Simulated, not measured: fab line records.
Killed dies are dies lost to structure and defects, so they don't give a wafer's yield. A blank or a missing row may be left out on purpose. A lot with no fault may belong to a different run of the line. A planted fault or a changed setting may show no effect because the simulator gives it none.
A struck lot beside a sound one :: flow gf180mcu :: 18 out of 602 route steps
Sound: wafers L871.3, L871.4, L871.6. Struck: wafer L885.1. (L885.2, L885.3 of the same lot were not struck and are left out.) The cause comes at the end.
For every step that has rows: the tool of each side, followed by ch and its chambers, followed by its first start. Under that, the readings that differ: sound wafers :: struck wafers :: difference of the means :: sigmas: that difference in standard deviations of wafers without a fault.
alike: words and numbers the same on both sides, and readings whose means are apart by under 2 such deviations; not compared: readings that were withheld, readings missing a value for some wafer, numbers with overlapping values and no deviation given by the record, and bounds like >300 which may hide the same value.
Wherever a step has rows on one side only, a row that says differs or no value, or a row with sigmas, the two part there. Numbers that don't overlap but have no deviation are shown without sigmas and don't part them. Lack of a reading on every wafer of one side parts them only where that side has two or more wafers.

first, 2 steps without rows for these wafers: GF_CONTACT_PEB_12 (peb time 90 s); GF_CONTACT_DEVELOP_13 (develop time 60 s).
GF_CONTACT_CD_MEAS_14 targets a cd of 220 nm.
  sound: cd sem-01 at day 16 05:55; struck: cd sem-02 at day 21 17:45
  alike: cd nm
GF_CONTACT_OVL_MEAS_15:
  sound: overlay-01 at day 16 06:01; struck: overlay-01 at day 21 17:52
  alike: CONTACT_OVL
GF_CONTACT_ETCH_16: etches BARC in N2/H2.
  sound on rie diel-04 ch 2,3, day 16 06:02; struck on rie diel-03 ch 1, day 21 17:55
  alike: drypump motor current A, oes product au, throttle valve pct
GF_CONTACT_ETCH_17: etches SiO2 in C4F8/O2/Ar, stops on CoSi2, target depth 860 nm.
  sound: rie diel-04 ch 2,3; struck: rie diel-03 ch 1
  alike: oes product au
GF_CONTACT_STRIP_18: strips in O2/N2.
  sound on plasma asher-04 ch 0,1, day 16 06:14; struck on plasma asher-04 ch 1, day 21 18:04
reading: rf hours counter h (h)
sound: - - -
struck: 5
difference: no value on the sound wafers
sigmas: 
  alike: drypump motor current A, heater power w, oes product au
then, 4 steps without rows for these wafers: GF_CONTACT_CLEAN_19 (cleans in SPM); GF_CONTACT_CLEAN_20 (cleans in DIW); GF_CONTACT_CLEAN_21 (cleans in dHF, time 20 s); GF_CONTACT_SPUTTER_22 (material Ti, target thk 15 nm, time 80.02 s).
GF_CONTACT_SPUTTER_23: material TiN, target thk 10 nm, time 40 s.
  sound: pvd sputter-01 at day 16 06:34; struck: pvd sputter-01 at day 21 18:26
  alike: throttle valve pct
GF_CONTACT_CVD_24: deposits W, target thk 300 nm, time 90.339 s.
  sound on cvd w-02 ch 0,1, day 16 06:38; struck on cvd w-02 ch 0, day 21 18:28
reading: susceptor temp C (C)
sound: 399.98 400.01 400.28
struck: 412.87
difference: +12.78
sigmas: +64

reading: model.W_of_CONTACT_CVD_24.thk nm (nm)
sound: 300.2 298 301
struck: 376
difference: +76
sigmas: 
  alike: heater power w
GF_CONTACT_RS_MEAS_25: measures by four-point-probe.
  sound: film metro-01 at day 16 06:44; struck: film metro-01 at day 21 18:52
reading: CONTACT_W_RS (ohm/sq)
sound: 0.383 0.385 0.382
struck: 0.305
difference: -0.078
sigmas: -18
  not compared: hold
GF_CONTACT_THK_MEAS_26: measures by xrf.
  sound: film metro-01 at day 16 06:50; struck: film metro-01 at day 21 21:54
reading: CONTACT_W_THK (nm)
sound: 305 303 305
struck: 378
difference: +74
sigmas: +16
  not compared: hold
GF_CONTACT_CMP_27: polishes, stops on SiO2, t overpolish 13.57 s, target thk 0 nm.
  sound on cmp-02 ch 0,2,3, day 16 06:53; struck on cmp-02 ch 3, day 22 00:59
reading: hold
sound: - - -
struck: await dispo/3.0h/release
difference: no value on the sound wafers
sigmas: 

reading: time to endpoint s (s)
sound: 71 70 71
struck: 89
difference: +18
sigmas: +5
  alike: edge zone pressure frac, motor current A
GF_M1_SPUTTER_00: material Ti, target thk 37.5 nm, time 150 s.
  sound: pvd sputter-02 at day 16 07:11; struck: pvd sputter-03 at day 22 01:17
  alike: throttle valve pct
GF_PASSIVATION_PROBE_99:
  sound wafers here have rows in the record (prober-01, day 29 02:08); struck ones have none

## WHERE THEY PART
Earliest at GF_CONTACT_STRIP_18; latest, in this record, at GF_PASSIVATION_PROBE_99.

WHY: whatever the simulator had introduced
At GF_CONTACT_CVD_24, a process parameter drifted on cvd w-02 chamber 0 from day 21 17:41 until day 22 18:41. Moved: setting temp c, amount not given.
